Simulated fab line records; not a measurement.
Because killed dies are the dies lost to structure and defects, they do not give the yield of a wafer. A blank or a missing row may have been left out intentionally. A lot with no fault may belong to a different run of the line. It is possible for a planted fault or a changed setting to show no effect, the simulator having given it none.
fab line records | flow sky130
record: lots: 6 wafers: 18 last_day: 50
route steps=708 shown LDD_HVP@285 LDD_LDN@289 SPACER@304 POLY_CUT@307 SD_P@320 PAD_OPEN@708
lots untouched by any fault: they come from a run of this same line in which no faults occurred
start_h: hours from the record's first day to the start of the lot's first wafer shown | wait_h: hours since the lot's step before | " repeats the value in the row above | L1.1+2: several wafers, shown together as one row | - no value, or no start given | * or withheld: withheld | < > ~ a bound
route shown NAME@n: NAME is a module with steps in the file, n the number in the route of the first one | usual: average and standard deviation across the fault-free wafers | same: alike in all rows | chamber/n: place in a boat | sites: each site's reading | _std_site: their standard deviation | _edge_site: the outer-site mean with the inner-site mean subtracted | radius_mm: for every site, how far away it sits from the centre of the wafer | mask NAME#n: copy n | behind: the most recent tool/chamber to have shaped the wafer | hold: the reason the lot was held/the length of the hold in hours/how it ended | device: whichever transistor did not switch (one of n, p or np) | end of line: tests of these same wafers at the route's end | where a step has no rows: the recipe by itself | killed: the dies lost at the first sort to structure and to defects; this is not the yield of the wafer | map: dies across one wafer; x = killed, . = not, _ = none there
set.NAME: the setting as run; set.NAME@STEP: as run at that earlier step | model.NAME: the simulator's own value behind a step, which no gauge read
lots at selected steps of the route; one table per step, one row per wafer
services: when a tool's chamber went out of use (start_h, in hours from the record's first day, below 0 if earlier), for how many hours, and the reason
== steps ==
step: SKY_LDD_HVP_OVL_MEAS_07
usual: LDD_HVP_OVL: 0.4/1.3
columns lot.wafer tool chamber start_h wait_h LDD_HVP_OVL[nm]
L893.1 overlay-02 - 517.09 0.1 1.2
L893.2 " - " " 2.6
L893.6 " - " " 0.5
L896.3 overlay-01 - 539.60 0.1 1.3
L896.4 " - " " -0.5
L896.5 " - " " 0.2
L901.2 overlay-01 - 578.57 0.1 1.2
L901.3 " - " " 2.5
L901.4 " - " " 0.5
L912.1 overlay-02 - 660.43 0.1 1.6
L912.4 " - " " 0.2
L912.5 " - " " 1.3
L913.1 overlay-02 - 666.04 0.1 0.0
L913.3 " - " " -2.0
L913.4 " - " " 0.3
L915.1 overlay-01 - 684.09 0.1 0.5
L915.2 " - " " -2.7
L915.6 " - " " 0.1
step: SKY_LDD_HVP_IMPLANT_08
recipe: species: B energy_kev: 20 dose_cm2: 1.7e+13 tilt_deg: 17.9
step: SKY_LDD_HVP_STRIP_09
recipe: chemistry: O2/N2 power_w: 1400 pressure_mtorr: 1500 platen_temp_c: withheld o2_flow_sccm: 3000 n2_flow_sccm: 300 overash_fraction: 0.5
usual: drypump_motor_current_A: 5.5/0.57 oes_product_au: 0.409/0.0046 strip_time_to_endpoint_s: 4.136/0.014
columns lot.wafer tool chamber start_h wait_h drypump_motor_current_A oes_product_au rf_hours_counter_h strip_time_to_endpoint_s
L893.1 plasma_asher-01 0 517.27 0.1 6.4 0.407 82 4.148
L893.2 " 1 " " 5.6 0.409 82 4.123
L893.6 " 1 " " 5.6 0.411 - 4.121
L896.3 plasma_asher-03 0 539.81 0.1 4.9 0.408 - 4.121
L896.4 " 1 " " 6.4 0.411 - 4.160
L896.5 " 1 " " 6.4 0.413 - 4.159
L901.2 plasma_asher-02 0 578.75 0.1 4.9 0.406 14 4.137
L901.3 " 1 " " 5.4 0.414 - 4.119
L901.4 " 0 " " 4.9 0.405 - 4.116
L912.1 plasma_asher-02 1 660.61 0.1 5.4 0.412 22 4.141
L912.4 " 1 " " 5.4 0.410 - 4.134
L912.5 " 0 " " 4.9 0.407 - 4.125
L913.1 plasma_asher-03 0 666.22 0.1 4.9 0.412 53 4.125
L913.3 " 1 " " 6.4 0.408 - 4.124
L913.4 " 0 " " 4.9 0.407 - 4.147
L915.1 plasma_asher-03 1 684.27 0.1 6.3 0.410 54 4.117
L915.2 " 0 " " 4.9 0.399 54 4.152
L915.6 " 1 " " 6.3 0.409 - 4.133
step: SKY_LDD_HVP_TW_MEAS_10
usual: LDD_HVP_TW: 458.6/2.8
columns lot.wafer tool chamber start_h wait_h LDD_HVP_TW
L893.1 film_metro-01 - 517.37 0.1 465.9
L893.2 " - " " 461.7
L893.6 " - " " 461.8
L896.3 film_metro-01 - 539.89 0.1 455.8
L896.4 " - " " 460.9
L896.5 " - " " 459.6
L901.2 film_metro-02 - 578.86 0.1 455.3
L901.3 " - " " 454.8
L901.4 " - " " 456.3
L912.1 film_metro-04 - 660.71 0.1 456.1
L912.4 " - " " 455.3
L912.5 " - " " 455.8
L913.1 film_metro-01 - 666.32 0.1 454.8
L913.3 " - " " 455.2
L913.4 " - " " 454.9
L915.1 film_metro-04 - 684.37 0.1 454.9
L915.2 " - " " 457.4
L915.6 " - " " 456.6
step: SKY_LDD_LDN_DEHYDRATE_00
recipe: temp_c: 200 time_s: 60
step: SKY_LDD_LDN_HMDS_01
recipe: prime_time_s: 60 prime_temp_c: 120
step: SKY_LDD_LDN_COAT_02
recipe: resist: NOVOLAK spin_rpm: 3000 resist_thk_nm: 1140
step: SKY_LDD_LDN_SOFTBAKE_03
recipe: temp_c: 90 time_s: 60 resist: NOVOLAK
step: SKY_LDD_LDN_EXPOSE_04
recipe: mask_id: LDNTM na: 0.6 source_shape: conventional sigma_outer: 0.6 polarization: unpolarized target_cd_nm: 700 dose_mj: 140
step: SKY_LDD_LDN_PEB_05
recipe: temp_c: withheld time_s: * resist: NOVOLAK
step: SKY_LDD_LDN_DEVELOP_06
recipe: resist: NOVOLAK developer: TMAH develop_time_s: 60 dev_temp_c: 23
step: SKY_LDD_LDN_OVL_MEAS_07
usual: LDD_LDN_OVL: -0.6/1.6
columns lot.wafer tool chamber start_h wait_h LDD_LDN_OVL[nm]
L893.1 overlay-01 - 547.10 0.1 0.2
L893.2 " - " " -1.0
L893.6 " - " " 0.2
L896.3 overlay-01 - 569.11 0.1 -0.1
L896.4 " - " " 0.4
L896.5 " - " " -0.5
L901.2 overlay-01 - 608.07 0.1 -0.6
L901.3 " - " " 0.0
L901.4 " - " " -0.5
L912.1 overlay-01 - 688.50 0.1 0.6
L912.4 " - " " 1.5
L912.5 " - " " 1.2
L913.1 overlay-02 - 692.61 0.1 1.4
L913.3 " - " " 1.5
L913.4 " - " " 2.1
L915.1 overlay-01 - 711.31 0.1 0.0
L915.2 " - " " -2.1
L915.6 " - " " -1.4
step: SKY_LDD_LDN_IMPLANT_08
recipe: species: As energy_kev: 15 dose_cm2: 1.25e+13 tilt_deg: withheld rotation_deg: 23
usual: dose_ions_cm2: 1.2498e+13/1.3e+10
columns lot.wafer tool chamber start_h wait_h dose_ions_cm2
L893.1 implanter-01 0 547.14 0.0 1.2496e+13
L893.2 " 0 " " 1.2502e+13
L893.6 " 0 " " 1.2486e+13
L896.3 implanter-04 0 569.19 0.1 1.2508e+13
L896.4 " 0 " " 1.2505e+13
L896.5 " 0 " " 1.251e+13
L901.2 implanter-01 0 608.12 0.0 1.2486e+13
L901.3 " 0 " " 1.2508e+13
L901.4 " 0 " " 1.2491e+13
L912.1 implanter-04 0 688.54 0.0 1.2515e+13
L912.4 " 0 " " 1.2511e+13
L912.5 " 0 " " 1.2495e+13
L913.1 implanter-04 0 692.65 0.0 1.2512e+13
L913.3 " 0 " " 1.2499e+13
L913.4 " 0 " " 1.2492e+13
L915.1 implanter-02 0 712.24 0.9 1.2509e+13
L915.2 " 0 " " 1.25e+13
L915.6 " 0 " " 1.2505e+13
step: SKY_LDD_LDN_IMPLANT_09
recipe: species: As energy_kev: 15 dose_cm2: 1.25e+13 tilt_deg: withheld rotation_deg: 113
step: SKY_LDD_LDN_IMPLANT_10
recipe: species: As energy_kev: 15 dose_cm2: 1.25e+13 tilt_deg: withheld rotation_deg: 203
step: SKY_LDD_LDN_IMPLANT_11
recipe: species: As energy_kev: 15 dose_cm2: 1.25e+13 tilt_deg: withheld rotation_deg: 293
step: SKY_LDD_LDN_STRIP_12
recipe: chemistry: O2/N2 power_w: 1400 pressure_mtorr: 1500 platen_temp_c: withheld o2_flow_sccm: 3000 n2_flow_sccm: 300 overash_fraction: 0.5
usual: drypump_motor_current_A: 5.8/0.51 oes_product_au: 0.716/0.004 strip_time_to_endpoint_s: 14.17/0.044
columns lot.wafer tool chamber start_h wait_h drypump_motor_current_A oes_product_au rf_hours_counter_h strip_time_to_endpoint_s
L893.1 plasma_asher-04 0 547.74 0.1 5.7 0.718 72 14.21
L893.2 " 1 " " 6.0 0.718 72 14.20
L893.6 " 1 " " 6.0 0.713 - 14.19
L896.3 plasma_asher-03 0 569.77 0.1 4.9 0.712 - 14.12
L896.4 " 1 " " 6.3 0.715 - 14.13
L896.5 " 1 " " 6.3 0.710 - 14.17
L901.2 plasma_asher-04 1 608.70 0.1 6.0 0.714 78 14.24
L901.3 " 0 " " 5.8 0.714 - 14.23
L901.4 " 1 " " 6.0 0.715 - 14.23
L912.1 plasma_asher-01 1 689.14 0.1 5.6 0.719 100 14.25
L912.4 " 1 " " 5.6 0.722 - 14.22
L912.5 " 0 " " 6.4 0.712 - 14.18
L913.1 plasma_asher-04 0 693.25 0.1 5.7 0.719 88 14.07
L913.3 " 0 " " 5.7 0.712 - 14.09
L913.4 " 1 " " 6.0 0.720 - 14.07
L915.1 plasma_asher-03 1 712.84 0.1 6.3 0.715 57 14.10
L915.2 " 0 " " 4.9 0.712 57 14.15
L915.6 " 1 " " 6.3 0.719 - 14.16
step: SKY_LDD_LDN_TW_MEAS_13
usual: LDD_LDN_TW: 1485/9.5
columns lot.wafer tool chamber start_h wait_h LDD_LDN_TW
L893.1 film_metro-03 - 547.84 0.1 1486
L893.2 " - " " 1487
L893.6 " - " " 1482
L896.3 film_metro-03 - 569.86 0.1 1488
L896.4 " - " " 1480
L896.5 " - " " 1482
L901.2 film_metro-04 - 608.81 0.1 1478
L901.3 " - " " 1477
L901.4 " - " " 1490
L912.1 film_metro-03 - 689.24 0.1 1471
L912.4 " - " " 1466
L912.5 " - " " 1472
L913.1 film_metro-03 - 693.35 0.1 1472
L913.3 " - " " 1465
L913.4 " - " " 1474
L915.1 film_metro-01 - 712.94 0.1 1500
L915.2 " - " " 1487
L915.6 " - " " 1498
step: SKY_LDD_LDN_CLEAN_14
recipe: chemistry: SC1/SC2 mix: 1:4:20 temp_c: 70 time_s: 150 dry: n2_spin
step: SKY_SPACER_CVD_00
recipe: material: Si3N4 precursor: DCS/NH3 target_thk_nm: 43.1 temp_c: 770 time_s: 740 pressure_mtorr: 250
step: SKY_SPACER_THK_MEAS_01
recipe: reads: Si3N4_of_SPACER_CVD_00
usual: SPACER_CVD_00_THK: 43.3/0.4
columns lot.wafer tool chamber start_h wait_h SPACER_CVD_00_THK[nm]
L893.1 film_metro-04 - 549.15 0.0 43.3
L893.2 " - " " 43.1
L893.6 " - " " 42.9
L896.3 film_metro-04 - 572.06 0.0 43.1
L896.4 " - " " 42.8
L896.5 " - " " 42.8
L901.2 film_metro-03 - 610.13 0.0 43.1
L901.3 " - " " 43.2
L901.4 " - " " 43.3
L912.1 film_metro-04 - 691.90 0.0 43.3
L912.4 " - " " 42.9
L912.5 " - " " 43.3
L913.1 film_metro-04 - 694.67 0.0 43.5
L913.3 " - " " 43.8
L913.4 " - " " 43.6
L915.1 film_metro-04 - 715.35 0.0 43.9
L915.2 " - " " 43.4
L915.6 " - " " 43.5
step: SKY_SPACER_ETCHBACK_02
recipe: chemistry: CH3F/O2 target: Si3N4 stop_on: SiO2 source_w: 400 bias_w: 80 pressure_mtorr: 25 ch3f_flow_sccm: 40 O2_flow_sccm: 30 time_s: 46.7 target_depth_a: 450
usual: O2_flow_sccm: 29.99/0.094 drypump_motor_current_A: 5.8/0.49 oes_product_au: 0.857/0.0066 throttle_valve_pct: 10.562/0.0091
same: time_s: 46.7
columns lot.wafer tool chamber start_h wait_h O2_flow_sccm drypump_motor_current_A oes_product_au rf_hours_counter_h throttle_valve_pct
L893.1 rie_diel-02 1 549.21 0.1 30.18 5.3 0.861 1 10.545
L893.2 " 2 " " 29.93 5.5 0.853 10 10.576
L893.6 " 1 " " 30.01 5.2 0.854 - 10.564
L896.3 rie_diel-04 3 572.10 0.0 29.89 6.1 0.854 21 10.565
L896.4 " 1 " " 30.05 5.7 0.849 - 10.554
L896.5 " 2 " " 30.12 6.3 0.854 - 10.560
L901.2 rie_diel-04 3 610.18 0.0 30.15 6.2 0.852 22 10.553
L901.3 " 1 " " 30.04 5.7 0.858 62 10.564
L901.4 " 2 " " 30.11 6.3 0.851 8 10.544
L912.1 rie_diel-02 1 691.96 0.1 29.86 5.3 0.851 3 10.565
L912.4 " 3 " " 30.16 5.2 0.848 - 10.573
L912.5 " 1 " " 29.89 5.3 0.855 - 10.561
L913.1 rie_diel-01 0 694.73 0.1 29.88 6.1 0.863 7 10.559
L913.3 " 2 " " 29.96 5.8 0.857 2 10.573
L913.4 " 3 " " 29.88 5.8 0.861 1 10.570
L915.1 rie_diel-02 1 715.41 0.1 30.12 5.2 0.863 4 10.559
L915.2 " 0 " " 30.10 6.5 0.858 19 10.561
L915.6 " 0 " " 29.91 6.5 0.860 - 10.568
step: SKY_POLY_CUT_DEHYDRATE_00
recipe: temp_c: 200 time_s: 60
step: SKY_POLY_CUT_HMDS_01
recipe: prime_time_s: 60 prime_temp_c: 120
step: SKY_POLY_CUT_COAT_02
recipe: resist: BARC temp_c: withheld time_s: withheld spin_rpm: 3000 resist_thk_nm: 60
step: SKY_POLY_CUT_COAT_03
recipe: resist: KrF-thick spin_rpm: 3000 resist_thk_nm: 450
step: SKY_POLY_CUT_SOFTBAKE_04
recipe: temp_c: 100 time_s: 90 resist: KrF-thick
step: SKY_POLY_CUT_EXPOSE_05
recipe: mask_id: NPCM na: 0.8 source_shape: annular sigma_inner: 0.55 sigma_outer: 0.85 target_cd_nm: 270 dose_mj: 32
step: SKY_POLY_CUT_PEB_06
recipe: peb_temp_c: withheld peb_time_s: withheld resist: KrF-thick
step: SKY_POLY_CUT_DEVELOP_07
recipe: develop_time_s: 60 resist: KrF-thick dev_temp_c: 21
step: SKY_POLY_CUT_CD_MEAS_08
recipe: target_cd_nm: 270
usual: cd_nm: 269.7/1.5
columns lot.wafer tool chamber start_h wait_h cd_nm
L893.1 cd_sem-02 - 578.79 - 269.6
L893.2 " - " " 270.3
L893.6 " - " " 269.0
L896.3 cd_sem-02 - 601.03 - 271.0
L896.4 " - " " 267.9
L896.5 " - " " 266.8
L901.2 cd_sem-01 - 639.06 - 270.7
L901.3 " - " " 271.7
L901.4 " - " " 269.9
L912.1 cd_sem-01 - 719.64 - 267.9
L912.4 " - " " 267.9
L912.5 " - " " 268.4
L913.1 cd_sem-02 - 721.96 - 271.9
L913.3 " - " " 272.8
L913.4 " - " " 272.0
L915.1 cd_sem-02 - 743.29 - 266.5
L915.2 " - " " 267.8
L915.6 " - " " 269.0
step: SKY_POLY_CUT_OVL_MEAS_09
usual: POLY_CUT_OVL: 3/5.5
columns lot.wafer tool chamber start_h wait_h POLY_CUT_OVL[nm]
L893.1 overlay-01 - 578.91 0.1 4
L893.2 " - " " 8
L893.6 " - " " 11
L896.3 overlay-01 - 601.12 0.1 2
L896.4 " - " " 7
L896.5 " - " " -2
L901.2 overlay-02 - 639.16 0.1 10
L901.3 " - " " 11
L901.4 " - " " 9
L912.1 overlay-01 - 719.76 0.1 -8
L912.4 " - " " -4
L912.5 " - " " -8
L913.1 overlay-02 - 722.08 0.1 2
L913.3 " - " " 3
L913.4 " - " " 0
L915.1 overlay-01 - 743.41 0.1 4
L915.2 " - " " 1
L915.6 " - " " 3
step: SKY_POLY_CUT_ETCH_10
recipe: chemistry: N2/H2 target: BARC ion_energy_ev: 200 source_w: 500 bias_w: 100 pressure_mtorr: 30 n2_flow_sccm: 100 h2_flow_sccm: 200 stop_on: SiO2 time_s: 45.9 target_depth_a: 600
step: SKY_POLY_CUT_ETCH_11
recipe: target: Si3N4 chemistry: CF4/CH2F2/Ar stop_on: poly-Si source_w: 600 bias_w: 150 pressure_mtorr: 40 cf4_flow_sccm: 40 ch2f2_flow_sccm: 20 Ar_flow_sccm: 150 time_s: 42.5 target_depth_a: 600
usual: ch2f2_flow_sccm: 20.00/0.062 drypump_motor_current_A: 5.7/0.44 oes_product_au: 0.830/0.0072 throttle_valve_pct: 14.994/0.009
same: time_s: 42.5
columns lot.wafer tool chamber start_h wait_h ch2f2_flow_sccm drypump_motor_current_A oes_product_au rf_hours_counter_h throttle_valve_pct
L893.1 rie_diel-03 2 578.98 0.0 19.95 5.5 0.827 14 15.001
L893.2 " 3 " " 20.06 5.9 0.825 6 14.988
L893.6 " 3 " " 19.97 6.0 0.824 - 15.010
L896.3 rie_diel-02 3 601.18 0.0 19.99 5.2 0.823 29 14.991
L896.4 " 0 " " 20.00 6.6 0.815 17 15.007
L896.5 " 3 " " 20.06 5.2 0.817 - 14.988
L901.2 rie_diel-01 0 639.23 0.0 20.00 6.2 0.832 6 14.989
L901.3 " 1 " " 20.07 5.7 0.833 18 14.978
L901.4 " 2 " " 19.88 5.8 0.831 1 15.010
L912.1 rie_diel-02 1 719.83 0.0 20.03 5.2 0.835 4 14.996
L912.4 " 0 " " 19.97 6.5 0.831 19 15.015
L912.5 " 1 " " 19.99 5.2 0.833 - 14.991
L913.1 rie_diel-01 2 722.16 0.0 20.10 5.8 0.829 3 14.987
L913.3 " 3 " " 19.91 5.8 0.840 2 14.992
L913.4 " 1 " " 19.92 5.8 0.829 20 14.974
L915.1 rie_diel-01 2 743.48 0.0 20.04 5.8 0.826 3 15.002
L915.2 " 3 " " 19.97 5.8 0.831 2 14.987
L915.6 " 3 " " 19.97 5.8 0.838 - 15.008
step: SKY_POLY_CUT_STRIP_12
recipe: chemistry: O2/N2 power_w: 1400 pressure_mtorr: 1500 platen_temp_c: withheld o2_flow_sccm: 3000 n2_flow_sccm: 300 overash_fraction: 0.5
usual: drypump_motor_current_A: 5.8/0.45 oes_product_au: 0.452/0.0043 strip_time_to_endpoint_s: 5.357/0.017
columns lot.wafer tool chamber start_h wait_h drypump_motor_current_A oes_product_au rf_hours_counter_h strip_time_to_endpoint_s
L893.1 plasma_asher-04 1 579.02 0.0 6.0 0.459 75 5.369
L893.2 " 0 " " 5.8 0.450 75 5.393
L893.6 " 1 " " 6.0 0.455 - 5.363
L896.3 plasma_asher-02 0 601.26 0.1 4.9 0.446 - 5.373
L896.4 " 1 " " 5.4 0.452 - 5.336
L896.5 " 1 " " 5.4 0.455 - 5.385
L901.2 plasma_asher-01 1 639.27 0.0 5.6 0.449 95 5.362
L901.3 " 0 " " 6.4 0.455 - 5.375
L901.4 " 1 " " 5.6 0.455 - 5.386
L912.1 plasma_asher-01 1 719.87 0.0 5.6 0.452 103 5.359
L912.4 " 0 " " 6.4 0.454 - 5.377
L912.5 " 0 " " 6.4 0.455 - 5.356
L913.1 plasma_asher-01 0 722.20 0.0 6.4 0.449 103 5.381
L913.3 " 0 " " 6.4 0.456 - 5.351
L913.4 " 1 " " 5.6 0.446 - 5.352
L915.1 plasma_asher-04 1 743.52 0.0 6.0 0.446 92 5.371
L915.2 " 0 " " 5.8 0.450 92 5.359
L915.6 " 1 " " 6.0 0.444 - 5.350
step: SKY_SD_P_DEHYDRATE_00
recipe: temp_c: 200 time_s: 60
step: SKY_SD_P_HMDS_01
recipe: prime_time_s: 60 prime_temp_c: 120
step: SKY_SD_P_COAT_02
recipe: resist: NOVOLAK spin_rpm: 3000 resist_thk_nm: 1140
step: SKY_SD_P_SOFTBAKE_03
recipe: temp_c: 90 time_s: 60 resist: NOVOLAK
step: SKY_SD_P_EXPOSE_04
recipe: mask_id: PSDM na: 0.6 source_shape: conventional sigma_outer: 0.6 polarization: unpolarized target_cd_nm: 380 dose_mj: 138
step: SKY_SD_P_PEB_05
recipe: temp_c: withheld time_s: * resist: NOVOLAK
step: SKY_SD_P_DEVELOP_06
recipe: resist: NOVOLAK developer: TMAH develop_time_s: 60 dev_temp_c: 23
step: SKY_PAD_OPEN_PROBE_99
usual: killed_at_M0_to_M3: 43/7 killed_at_M4_up: 3.1/1.9 killed_at_contacts: 25/6.1 killed_at_front_end: 15/4.5 killed_at_other: 0.3/0.55 killed_dies: 87/8.9 killed_open: 47/6.4 killed_short: 40/6.6
same: gross_dies: 492 killed_at_back_side: 0
columns lot.wafer tool chamber start_h wait_h killed_at_M0_to_M3 killed_at_M4_up killed_at_contacts killed_at_front_end killed_at_other killed_dies killed_open killed_short model.etest.tip_sonos.rs_ohm_sq_range
L893.1 prober-02 - 1091.20 0.1 54 3 25 17 0 99 53 46 33.34
L893.2 prober-02 - 1091.25 0.1 47 1 42 12 0 102 58 44 46.9
L893.6 prober-02 - 1091.45 0.2 38 0 20 20 1 79 48 31 42.67
L896.3 prober-02 - 1106.37 0.2 47 7 28 7 0 89 47 41 50.73
L896.4 prober-02 - 1106.42 0.2 43 5 30 16 0 94 54 40 32.8
L896.5 prober-02 - 1106.47 0.2 49 0 26 9 0 84 45 38 32.97
L901.2 prober-02 - 1136.22 0.1 37 4 37 12 0 90 51 39 53.09
L901.3 prober-02 - 1136.27 0.2 53 2 29 12 0 96 49 47 44.03
L901.4 prober-02 - 1136.32 0.2 40 3 34 10 0 87 46 40 50.14
L912.1 prober-01 - 1185.26 0.1 53 1 21 18 0 93 50 43 162.7
L912.4 prober-01 - 1185.41 0.2 47 0 27 20 1 95 47 48 157.5
L912.5 prober-01 - 1185.46 0.2 48 3 22 11 0 84 43 41 181.2
L913.1 prober-02 - 1187.93 0.1 47 2 22 15 1 87 46 41 160.5
L913.3 prober-02 - 1188.03 0.2 46 1 28 12 0 87 45 42 165.8
L913.4 prober-02 - 1188.08 0.2 47 2 23 14 0 86 44 42 155
L915.1 prober-01 - 1198.71 0.1 38 2 23 16 0 79 38 41 53.28
L915.2 prober-01 - 1198.76 0.1 48 1 23 9 0 81 47 34 47
L915.6 prober-01 - 1198.96 0.2 53 8 26 20 0 107 53 54 39.01
killed by level:class
L893.1 VIA1:geometric_particle:open=15 CONTACT:geometric_particle:open=11 VIA1:geometric_particle:short=8 FIELD_ISO:geometric_particle:short=7 METAL2:geometric_particle:short=6 FIELD_ISO:geometric_particle:open=5 VIA2:geometric_particle:open=5 VIA3:geometric_particle:open=5
L893.2 CONTACT:geometric_particle:open=15 VIA1:geometric_particle:open=14 LI_CONTACT:geometric_particle:open=9 CONTACT:geometric_particle:short=8 VIA2:geometric_particle:open=8 LI_CONTACT:geometric_particle:short=7 METAL3:geometric_particle:short=6 VIA1:geometric_particle:short=5
L893.6 VIA3:geometric_particle:open=10 VIA2:geometric_particle:open=8 CONTACT:geometric_particle:open=6 LOCAL_INTERCONNECT:geometric_particle:short=6 FIELD_ISO:geometric_particle:short=5 LI_CONTACT:geometric_particle:open=5 VIA1:geometric_particle:open=5 METAL2:geometric_particle:short=5
L896.3 METAL2:geometric_particle:short=11 LI_CONTACT:geometric_particle:open=8 CONTACT:geometric_particle:open=8 VIA1:geometric_particle:open=8 CONTACT:geometric_particle:short=7 VIA3:geometric_particle:open=7 VIA1:geometric_particle:short=4 VIA2:geometric_particle:open=4
L896.4 VIA1:geometric_particle:open=12 CONTACT:geometric_particle:open=10 VIA2:geometric_particle:open=9 LI_CONTACT:geometric_particle:open=7 CONTACT:geometric_particle:short=6 METAL2:geometric_particle:short=6 FIELD_ISO:geometric_particle:short=4 FIELD_ISO:geometric_particle:open=4
L896.5 LI_CONTACT:geometric_particle:open=10 VIA1:geometric_particle:open=10 VIA3:geometric_particle:open=9 CONTACT:geometric_particle:open=8 METAL2:geometric_particle:short=7 CONTACT:geometric_particle:short=6 VIA1:geometric_particle:short=6 VIA2:geometric_particle:open=5
L901.2 CONTACT:geometric_particle:open=14 LI_CONTACT:geometric_particle:open=8 VIA3:geometric_particle:open=8 LOCAL_INTERCONNECT:geometric_particle:short=5 CONTACT:geometric_particle:short=5 VIA1:geometric_particle:short=5 VIA1:geometric_particle:open=5 FIELD_ISO:geometric_particle:open=4
L901.3 LI_CONTACT:geometric_particle:open=10 CONTACT:geometric_particle:open=9 VIA1:geometric_particle:open=9 VIA3:geometric_particle:open=7 METAL2:geometric_particle:short=6 VIA2:geometric_particle:short=6 METAL1:geometric_particle:short=5 VIA1:geometric_particle:short=5
L901.4 VIA2:geometric_particle:open=11 CONTACT:geometric_particle:open=10 LI_CONTACT:geometric_particle:open=7 CONTACT:geometric_particle:short=6 METAL1:geometric_particle:short=6 VIA1:geometric_particle:open=6 LOCAL_INTERCONNECT:geometric_particle:short=5 VIA3:geometric_particle:open=5
L912.1 VIA3:geometric_particle:open=13 CONTACT:geometric_particle:open=10 METAL2:geometric_particle:short=10 VIA1:geometric_particle:open=7 VIA2:geometric_particle:open=7 FIELD_ISO:geometric_particle:short=6 LI_CONTACT:geometric_particle:open=5 POLY_GATE:geometric_particle:short=4
L912.4 VIA1:geometric_particle:open=13 CONTACT:geometric_particle:open=8 POLY_GATE:geometric_particle:open=6 LOCAL_INTERCONNECT:geometric_particle:short=6 VIA3:geometric_particle:open=6 METAL1:geometric_particle:short=6 METAL2:geometric_particle:short=6 VIA1:geometric_particle:short=5
L912.5 CONTACT:geometric_particle:open=11 VIA1:geometric_particle:open=10 VIA3:geometric_particle:open=9 VIA2:geometric_particle:open=6 METAL1:geometric_particle:short=6 POLY_GATE:geometric_particle:short=5 METAL2:geometric_particle:short=5 VIA1:geometric_particle:short=4
L913.1 VIA1:geometric_particle:open=17 LOCAL_INTERCONNECT:geometric_particle:short=7 FIELD_ISO:geometric_particle:open=6 METAL1:geometric_particle:short=6 VIA2:geometric_particle:open=6 LI_CONTACT:geometric_particle:open=4 VIA1:geometric_particle:short=4 LI_CONTACT:geometric_particle:short=3
L913.3 VIA1:geometric_particle:open=11 LOCAL_INTERCONNECT:geometric_particle:short=8 LI_CONTACT:geometric_particle:open=7 CONTACT:geometric_particle:open=7 VIA1:geometric_particle:short=7 VIA2:geometric_particle:open=7 METAL2:geometric_particle:short=6 METAL1:geometric_particle:short=6
L913.4 VIA3:geometric_particle:open=11 VIA2:geometric_particle:open=9 CONTACT:geometric_particle:open=8 CONTACT:geometric_particle:short=6 METAL1:geometric_particle:short=6 VIA1:geometric_particle:short=6 FIELD_ISO:geometric_particle:short=4 FIELD_ISO:geometric_particle:open=4
L915.1 CONTACT:geometric_particle:open=9 VIA1:geometric_particle:open=9 METAL2:geometric_particle:short=8 FIELD_ISO:geometric_particle:short=6 LOCAL_INTERCONNECT:geometric_particle:short=5 METAL1:geometric_particle:short=5 POLY_GATE:geometric_particle:short=4 LI_CONTACT:geometric_particle:open=4
L915.2 VIA3:geometric_particle:open=10 VIA1:geometric_particle:open=9 CONTACT:geometric_particle:short=6 METAL2:geometric_particle:short=6 FIELD_ISO:geometric_particle:open=5 CONTACT:geometric_particle:open=5 VIA2:geometric_particle:short=5 VIA3:geometric_particle:short=5
L915.6 VIA1:geometric_particle:open=14 LI_CONTACT:geometric_particle:open=7 CONTACT:geometric_particle:open=7 METAL2:geometric_particle:short=7 FIELD_ISO:geometric_particle:short=6 VIA1:geometric_particle:short=6 METAL4:geometric_particle:short=6 VIA2:geometric_particle:short=6
== services ==
columns tool chamber start_h hours kind
plasma_asher-02 - 498.19 2.2 repair
implanter-01 - 502.54 2.8 repair
rie_diel-01 0 516.60 16.0 repair
implanter-02 - 538.73 4.0 pm
rie_diel-01 3 539.05 3.9 repair
implanter-01 - 552.13 5.5 repair
plasma_asher-03 - 585.74 2.3 repair
plasma_asher-02 - 592.44 2.4 repair
implanter-04 - 602.23 4.7 repair
implanter-02 - 606.63 3.0 pm
implanter-04 - 625.78 9.0 repair
plasma_asher-03 - 631.27 15.2 pm
rie_diel-02 - 631.89 0.5 repair
rie_diel-02 1 648.00 7.1 repair
rie_diel-04 - 652.39 2.8 pm
rie_diel-02 1 669.45 9.1 repair
rie_diel-01 0 669.76 5.2 repair
implanter-01 - 671.43 41.6 pm
rie_diel-02 2 682.18 26.2 repair
rie_diel-01 1 683.42 1.3 repair
implanter-04 - 703.49 2.9 repair
implanter-04 - 705.29 16.1 repair
rie_diel-04 0 710.45 7.2 repair
plasma_asher-01 - 733.75 9.0 pm
== key ==
first_sign none at tools or gauges
model_effect: step: SKY_PAD_OPEN_PROBE_99 value: etest.tip_sonos.rs_ohm_sq_range without: 33.77 struck: 163.8
met_at SKY_LDD_LDN_IMPLANT_08
struck_wafers L912.1,L912.4,L912.5,L913.1,L913.3,L913.4
tester_left_out L912,L913
onset_between 569.19 688.54
also_fits SKY_POLY_CUT_STRIP_12:plasma_asher-01
fault: kind: process_parameter_drift tool: implanter-04 chamber: - onset_h: 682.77 steps: SKY_LDD_LDN_IMPLANT_08 channel: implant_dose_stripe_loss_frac offset: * shape: step end_h: 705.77
tester_left_out: of these lots the tester's yield and bins aren't shown, on N5 and GAA mostly nor the transistor test; their killed dies are dies lost to structure and defects alone, not to doping, threshold or leakage, so they don't give the yield
